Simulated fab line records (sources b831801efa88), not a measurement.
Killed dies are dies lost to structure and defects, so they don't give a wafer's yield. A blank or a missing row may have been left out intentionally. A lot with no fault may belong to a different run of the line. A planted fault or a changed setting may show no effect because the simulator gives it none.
Which tool was responsible?	flow sky130	Sampling: 24 lots, 72 wafers, 6 of 708 route steps

== WHAT THE GAUGES SHOWED, per wafer ==
SKY_VIA2_RS_MEAS_22: a four-point-probe measurement. Usual: VIA2_W_RS typically reads 0.2748 ohm/sq, with standard deviation 0.0028.
lot	measured	on	VIA2_W_RS (ohm/sq)	flag
L074	day 36 20:10	film_metro-02	0.2751 0.2789 0.2765	
L075	day 36 21:25	film_metro-02	0.2720 0.2798 0.2700	
L076	day 37 09:37	film_metro-04	0.2759 0.2750 0.2739	
L077	day 37 12:54	film_metro-04	0.2770 0.2797 0.2750	
L078	day 37 20:47	film_metro-02	0.2770 0.2793 0.2794	
L079	day 38 05:52	film_metro-02	0.2751 0.2741 0.2738	
L080	day 38 23:20	film_metro-04	0.2749 0.2752 0.2750	
L081	day 39 02:39	film_metro-04	0.2722 0.2763 0.2718	
L082	day 39 05:18	film_metro-03	0.2747 0.2748 0.2715	
L083	day 39 11:40	film_metro-03	0.2800 0.2791 0.2754	
L084	day 39 23:14	film_metro-02	0.2758 0.2729 0.2759	
L085	day 40 05:04	film_metro-04	0.2713 0.2716 0.2728	
L086	day 40 10:32	film_metro-03	0.2758 0.2762 0.2734	
L087	day 40 23:44	film_metro-03	0.2741 0.2748 0.2745	
L088	day 41 00:05	film_metro-02	0.2744 0.2710 0.2717	
L089	day 41 12:00	film_metro-03	0.2722 0.2733 0.2741	
L090	day 41 17:29	film_metro-03	0.2701 0.2732 0.2690	
L091	day 41 21:38	film_metro-02	0.2760 0.2725 0.2781	
L092	day 42 07:16	film_metro-04	0.2739 0.2712 0.2731	
L093	day 42 10:41	film_metro-03	0.2710 0.2764 0.2722	
L094	day 42 18:21	film_metro-03	0.2748 0.2737 0.2773	
L095	day 43 01:08	film_metro-02	0.2752 0.2777 0.2736	
L096	day 43 10:19	film_metro-02	0.2723 0.2733 0.2722	
L097	day 43 13:07	film_metro-04	0.2775 0.2816 0.2792	

SKY_VIA3_BOW_MEAS_03. Usual: VIA3_BOW typically reads 80 um, with standard deviation 8.
lot	measured	on	VIA3_BOW (um)	flag
L074	day 39 02:44	film_metro-03	83 83 88	
L075	day 39 04:23	film_metro-02	84 79 81	
L076	day 39 15:55	film_metro-03	78 75 71	
L077	day 39 18:52	film_metro-03	74 77 78	
L078	day 40 01:50	film_metro-03	89 84 77	
L079	day 40 11:49	film_metro-02	76 81 65	
L080	day 41 03:46	film_metro-01	74 69 74	
L081	day 41 07:32	film_metro-02	78 82 71	
L082	day 41 10:20	film_metro-03	84 62 69	
L083	day 41 15:35	film_metro-03	89 83 71	
L084	day 42 03:53	film_metro-01	73 66 85	
L085	day 42 09:28	film_metro-03	66 77 76	
L086	day 42 13:19	film_metro-01	103 82 80	
L087	day 43 02:30	film_metro-03	95 75 85	
L088	day 43 03:06	film_metro-02	91 79 79	
L089	day 43 13:24	film_metro-01	89 72 80	
L090	day 43 19:43	film_metro-03	96 86 79	
L091	day 44 06:33	film_metro-02	73 78 68	
L092	day 44 09:57	film_metro-01	67 78 86	
L093	day 44 11:50	film_metro-01	87 88 93	
L094	day 44 16:24	film_metro-03	85 84 78	
L095	day 44 23:52	film_metro-01	83 83 80	
L096	day 45 11:25	film_metro-01	89 89 79	
L097	day 45 13:49	film_metro-02	84 87 82	

== WHAT TOOL EACH LOT RAN ON (gives the tool, then ch and the chambers of the sampled wafers, and finally the start) ==
lot	SKY_CONTACT_STRIP_19	SKY_VIA1_CVD_21	SKY_METAL2_STRIP_20	SKY_VIA2_ETCH_15
L074	plasma_asher-02 ch 0,1, day 32 01:37	cvd_w-01 ch 0,1, day 34 11:55	plasma_asher-01 ch 0,1, day 35 15:13	rie_diel-04 ch 0,2,3, day 36 19:16
L075	plasma_asher-01 ch 0,1, day 32 03:31	cvd_w-01 ch 0,1, day 34 13:43	plasma_asher-01 ch 0,1, day 35 17:26	rie_diel-04 ch 2,3, day 36 20:31
L076	plasma_asher-01 ch 0,1, day 32 16:47	cvd_w-01 ch 0,1, day 35 02:22	plasma_asher-04 ch 0,1, day 36 05:48	rie_diel-03 ch 1,2,3, day 37 08:43
L077	plasma_asher-02 ch 0,1, day 32 20:26	cvd_w-02 ch 0,1, day 35 05:48	plasma_asher-01 ch 0,1, day 36 08:49	rie_diel-04 ch 0,1, day 37 12:01
L078	plasma_asher-02 ch 0,1, day 33 03:10	cvd_w-01 ch 0,1, day 35 12:47	plasma_asher-03 ch 0,1, day 36 16:05	rie_diel-04 ch 0,1,3, day 37 19:55
L079	plasma_asher-04 ch 1, day 33 14:33	cvd_w-02 ch 0,1, day 35 23:30	plasma_asher-01 ch 0,1, day 37 01:56	rie_diel-03 ch 0,1,3, day 38 05:01
L080	plasma_asher-04 ch 0,1, day 34 07:08	cvd_w-02 ch 1, day 36 15:44	plasma_asher-04 ch 0,1, day 37 19:11	rie_diel-03 ch 1,2,3, day 38 22:27
L081	plasma_asher-04 ch 0, day 34 12:01	cvd_w-02 ch 1, day 36 20:07	plasma_asher-04 ch 1, day 37 23:01	rie_diel-04 ch 1,2, day 39 01:45
L082	plasma_asher-04 ch 0,1, day 34 13:17	cvd_w-01 ch 0,1, day 36 22:13	plasma_asher-03 ch 0, day 38 01:31	rie_diel-03 ch 0,2,3, day 39 04:25
L083	plasma_asher-02 ch 0,1, day 34 19:10	cvd_w-01 ch 0,1, day 37 04:01	plasma_asher-04 ch 0,1, day 38 07:29	rie_diel-04 ch 1,2,3, day 39 10:48
L084	plasma_asher-01 ch 0,1, day 35 08:13	cvd_w-01 ch 0,1, day 37 16:37	plasma_asher-01 ch 0,1, day 38 19:42	rie_diel-01 ch 0,1,2, day 39 22:13
L085	plasma_asher-01 ch 0,1, day 35 13:38	cvd_w-01 ch 0,1, day 37 22:15	plasma_asher-04 ch 0,1, day 39 00:55	rie_diel-03 ch 0,1,2, day 40 03:42
L086	plasma_asher-01 ch 0,1, day 35 19:13	cvd_w-02 ch 0,1, day 38 04:05	plasma_asher-04 ch 0,1, day 39 07:23	rie_diel-04 ch 0,1, day 40 09:28
L087	plasma_asher-04 ch 0,1, day 36 09:26	cvd_w-01 ch 0, day 38 18:10	plasma_asher-03 ch 0,1, day 39 20:58	rie_diel-01 ch 1,2,3, day 40 22:49
L088	plasma_asher-01 ch 0,1, day 36 11:33	cvd_w-01 ch 0,1, day 38 18:34	plasma_asher-04 ch 0,1, day 39 21:22	rie_diel-04 ch 0,2,3, day 40 23:10
L089	plasma_asher-04 ch 0,1, day 36 23:03	cvd_w-02 ch 0,1, day 39 06:40	plasma_asher-04 ch 0,1, day 40 09:16	rie_diel-01 ch 0,1,3, day 41 11:04
L090	plasma_asher-01 ch 0,1, day 37 04:29	cvd_w-02 ch 0,1, day 39 12:01	plasma_asher-03 ch 0,1, day 40 14:49	rie_diel-01 ch 1,2,3, day 41 16:33
L091	plasma_asher-02 ch 0,1, day 37 10:21	cvd_w-01 ch 0,1, day 39 16:44	plasma_asher-04 ch 0,1, day 40 18:38	rie_diel-03 ch 0,2,3, day 41 20:46
L092	plasma_asher-02 ch 0, day 37 19:22	cvd_w-01 ch 0,1, day 40 01:46	plasma_asher-04 ch 0,1, day 41 04:14	rie_diel-01 ch 0,1,2, day 42 06:01
L093	plasma_asher-04 ch 0,1, day 38 00:14	cvd_w-01 ch 1, day 40 06:34	plasma_asher-03 ch 0,1, day 41 08:41	rie_diel-03 ch 0,2, day 42 09:24
L094	plasma_asher-02 ch 0,1, day 38 08:08	cvd_w-01 ch 0,1, day 40 13:45	plasma_asher-03 ch 0,1, day 41 16:10	rie_diel-04 ch 0,1,2, day 42 17:27
L095	plasma_asher-01 ch 0,1, day 38 16:01	cvd_w-01 ch 0, day 40 22:30	plasma_asher-04 ch 0,1, day 41 23:20	rie_diel-03 ch 0,1,2, day 42 23:52
L096	plasma_asher-02 ch 0,1, day 39 00:07	cvd_w-02 ch 0,1, day 41 06:10	plasma_asher-03 ch 0,1, day 42 07:49	rie_diel-03 ch 2,3, day 43 09:01
L097	plasma_asher-02 ch 0,1, day 39 05:40	cvd_w-01 ch 0,1, day 41 10:37	plasma_asher-04 ch 0,1, day 42 11:41	rie_diel-03 ch 1,2,3, day 43 12:16
- SKY_CONTACT_STRIP_19: strips in O2/N2.
- SKY_VIA1_CVD_21: deposits W, target thk 270 nm, time 80.902 s.
- SKY_METAL2_STRIP_20: strips in O2/N2.
- SKY_VIA2_ETCH_15: etches SiO2 in C4F8/O2/Ar, stops on TiN, target depth 546 nm, time 84 s.

== WHAT THE TOOLS THEMSELVES READ (means of the sampled wafers that have a number; where no wafer has one, the mark that the record gives instead) ==
SKY_CONTACT_STRIP_19. Usual: drypump_motor_current_A 5.7 A, standard deviation 0.47; oes_product_au 0.381 a.u., standard deviation 0.0046; strip_time_to_endpoint_s 3.62 s, standard deviation 0.031.
lot	tool	drypump_motor_current_A (A)	oes_product_au (a.u.)	strip_time_to_endpoint_s (s)	flag
L074	plasma_asher-02	5.2	0.379	3.56	
L075	plasma_asher-01	6.0	0.379	3.61	
L076	plasma_asher-01	5.7	0.384	3.61	
L077	plasma_asher-02	5.5	0.379	3.64	
L078	plasma_asher-02	5.2	0.380	3.62	
L079	plasma_asher-04	6.0	0.384	3.61	
L080	plasma_asher-04	6.1	0.388	3.67	
L081	plasma_asher-04	6.1	0.380	3.61	
L082	plasma_asher-04	6.0	0.382	3.59	
L083	plasma_asher-02	5.5	0.376	3.59	
L084	plasma_asher-01	6.0	0.384	3.67	
L085	plasma_asher-01	5.9	0.378	3.62	
L086	plasma_asher-01	5.7	0.383	3.62	
L087	plasma_asher-04	6.1	0.381	3.64	
L088	plasma_asher-01	5.7	0.381	3.59	
L089	plasma_asher-04	6.1	0.384	3.64	
L090	plasma_asher-01	6.0	0.379	3.62	
L091	plasma_asher-02	5.5	0.383	3.62	
L092	plasma_asher-02	5.8	0.379	3.61	
L093	plasma_asher-04	6.1	0.379	3.59	
L094	plasma_asher-02	5.2	0.382	3.64	
L095	plasma_asher-01	6.0	0.383	3.59	
L096	plasma_asher-02	5.5	0.381	3.62	
L097	plasma_asher-02	5.2	0.380	3.60	

SKY_VIA1_CVD_21. Usual: heater_power_w at 872 W, with a standard deviation of 53.
lot	tool	heater_power_w (W)	flag
L074	cvd_w-01	890	
L075	cvd_w-01	875	
L076	cvd_w-01	904	
L077	cvd_w-02	821	
L078	cvd_w-01	897	
L079	cvd_w-02	846	
L080	cvd_w-02	897	
L081	cvd_w-02	886	
L082	cvd_w-01	899	
L083	cvd_w-01	916	
L084	cvd_w-01	900	
L085	cvd_w-01	878	
L086	cvd_w-02	806	
L087	cvd_w-01	860	
L088	cvd_w-01	885	
L089	cvd_w-02	797	
L090	cvd_w-02	779	
L091	cvd_w-01	879	
L092	cvd_w-01	890	
L093	cvd_w-01	932	
L094	cvd_w-01	907	
L095	cvd_w-01	858	
L096	cvd_w-02	788	
L097	cvd_w-01	875	

SKY_METAL2_STRIP_20. Usual: drypump_motor_current_A 5.93 A, standard deviation 0.26; oes_product_au 0.342 a.u., standard deviation 0.0056; strip_time_to_endpoint_s 2.68 s, standard deviation 0.069.
lot	tool	drypump_motor_current_A (A)	oes_product_au (a.u.)	strip_time_to_endpoint_s (s)	flag
L074	plasma_asher-01	5.96	0.343	2.67	
L075	plasma_asher-01	5.97	0.340	2.72	
L076	plasma_asher-04	6.06	0.341	2.64	
L077	plasma_asher-01	5.70	0.344	2.65	
L078	plasma_asher-03	5.71	0.339	2.57	
L079	plasma_asher-01	5.71	0.332	2.55	
L080	plasma_asher-04	6.06	0.347	2.71	
L081	plasma_asher-04	6.03	0.343	2.69	
L082	plasma_asher-03	5.57	0.345	2.73	
L083	plasma_asher-04	6.07	0.341	2.66	
L084	plasma_asher-01	5.98	0.344	2.70	
L085	plasma_asher-04	6.05	0.339	2.65	
L086	plasma_asher-04	6.06	0.342	2.65	
L087	plasma_asher-03	5.70	0.342	2.71	
L088	plasma_asher-04	6.08	0.341	2.66	
L089	plasma_asher-04	6.08	0.344	2.75	
L090	plasma_asher-03	5.80	0.348	2.81	
L091	plasma_asher-04	6.09	0.341	2.67	
L092	plasma_asher-04	6.05	0.339	2.65	
L093	plasma_asher-03	5.85	0.339	2.62	
L094	plasma_asher-03	5.82	0.340	2.62	
L095	plasma_asher-04	6.10	0.341	2.73	
L096	plasma_asher-03	5.82	0.344	2.71	
L097	plasma_asher-04	6.07	0.346	2.70	

SKY_VIA2_ETCH_15. Usual: oes_product_au at 0.940 a.u., with a standard deviation of 0.0047.
lot	tool	oes_product_au (a.u.)	flag
L074	rie_diel-04	0.943	
L075	rie_diel-04	0.937	
L076	rie_diel-03	0.945	
L077	rie_diel-04	0.938	
L078	rie_diel-04	0.937	
L079	rie_diel-03	0.934	
L080	rie_diel-03	0.945	
L081	rie_diel-04	0.938	
L082	rie_diel-03	0.944	
L083	rie_diel-04	0.940	
L084	rie_diel-01	0.938	
L085	rie_diel-03	0.942	
L086	rie_diel-04	0.935	
L087	rie_diel-01	0.938	
L088	rie_diel-04	0.942	
L089	rie_diel-01	0.941	
L090	rie_diel-01	0.937	
L091	rie_diel-03	0.940	
L092	rie_diel-01	0.944	
L093	rie_diel-03	0.941	
L094	rie_diel-04	0.940	
L095	rie_diel-03	0.940	
L096	rie_diel-03	0.937	
L097	rie_diel-03	0.936	

== THE ANSWER, worked out from the rows above alone ==
Rule: a lot is off if the mean of its wafers that have a number lies more than 3 standard deviations from the usual mean. Also off: a lot with no number at a reading for which 4 or more lots have one. Any other lot the step has rows for is counted as sound. The gauges are gone through in route order, then the tools' own readings, and for those a lot's mean is taken as printed above. The first step at which some lot is off is used, and at that step the reading that is off furthest; a lot without a number counts as furthest.
Nothing can be told from this: no lot is off at any reading shown.

== WHAT HAD BEEN PUT IN BY THE SIMULATOR ==
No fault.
